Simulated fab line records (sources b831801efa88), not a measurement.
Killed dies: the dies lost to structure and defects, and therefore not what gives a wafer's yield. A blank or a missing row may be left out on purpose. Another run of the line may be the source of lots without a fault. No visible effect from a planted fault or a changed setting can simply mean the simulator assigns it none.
2 desks, one fault || flow gf180mcu || what lay behind the numbers comes last; until then each desk has only its own

DESK OF THE TOOL OWNER: litho track-02
The tool's own readings at GF_VT_IMPLANT_COAT_24 (resist thk 1000 nm): means of the sampled wafers that have a number, for each lot that ran on this tool. A lot is out of limits, marked OUT, if its mean lies more than 4 standard deviations from the usual mean; the brackets give that distance.
Columns: A = exhaust pa at GF_VT_IMPLANT_COAT_24, usual 45.0 Pa; B = spin speed rpm at GF_VT_IMPLANT_COAT_24, usual 2999.9 rpm
{"lot": "L909", "first seen here": "day 8 17:30", "A": 44.8, "B": 3002.2}
{"lot": "L911", "first seen here": "day 9 00:12", "A": 44.6, "B": 2998.2}
{"lot": "L913", "first seen here": "day 9 10:15", "A": 44.9, "B": 2999.0}
{"lot": "L918", "first seen here": "day 10 20:18", "A": 44.2, "B": 3000.2}
{"lot": "L919", "first seen here": "day 11 00:27", "A": 44.5, "B": "3411.7 (+99 or more) OUT"}
{"lot": "L920", "first seen here": "day 11 06:42", "A": 46.2, "B": "3410.2 (+99 or more) OUT"}
This desk's verdict: out of limits on L919, L920, starting with L919 at day 11 00:27 (spin speed rpm at GF_VT_IMPLANT_COAT_24). Within limits: L909, L911, L913, L918.

METROLOGY DESK
Lot by lot, what the gauges showed, no matter which tool ran the lot: averages of those sampled wafers that carry a number. A lot is out of limits, marked OUT, if its mean lies more than 4 standard deviations from the usual mean; the brackets give that distance.
Columns: A = STI_OXIDATION_02_THK at GF_STI_THK_MEAS_30, usual 10.12 nm; B = cd nm at GF_HV_LDD_CD_MEAS_46, usual 400.2 nm
{"lot": "L903", "first seen here": "day 2 06:27", "A": 10.25, "B": 400.9}
{"lot": "L906", "first seen here": "day 3 04:07", "A": 10.16, "B": 398.6}
{"lot": "L907", "first seen here": "day 3 09:34", "A": 10.37, "B": 399.6}
{"lot": "L909", "first seen here": "day 3 20:43", "A": 10.08, "B": 400.0}
{"lot": "L911", "first seen here": "day 4 01:46", "A": 10.19, "B": 402.3}
{"lot": "L912", "first seen here": "day 4 11:39", "A": 10.18, "B": 399.8}
{"lot": "L913", "first seen here": "day 4 11:40", "A": 10.23, "B": 399.5}
{"lot": "L918", "first seen here": "day 5 13:00", "A": 10.07, "B": 400.6}
{"lot": "L919", "first seen here": "day 5 18:40", "A": 9.94, "B": 398.4}
{"lot": "L920", "first seen here": "day 5 22:32", "A": 10.22, "B": 400.1}
{"lot": "L922", "first seen here": "day 6 08:40", "A": 10.23, "B": 397.4}
{"lot": "L926", "first seen here": "day 7 05:40", "A": 10.09, "B": 403.3}
Result from this desk: across the 12 lots, nothing is out of limits.

TAKEN TOGETHER
The tool owner's desk could have raised an alarm at day 11 00:27, on L919, L920.
The metrology desk saw nothing out of limits.
The metrology desk holds a record of L919, L920, inside its limits.
The lots listed all ran GF_VT_IMPLANT_COAT_24 on litho track-02.

WHAT THE SIMULATOR HAD INSERTED
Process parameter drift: litho track-02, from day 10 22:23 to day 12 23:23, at GF_VT_IMPLANT_COAT_24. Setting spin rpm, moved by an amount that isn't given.
Struck lots among those shown: L919, L920.
Time in hours from fault onset to the first out-of-limits reading at each desk: the tool owner's desk, 2.
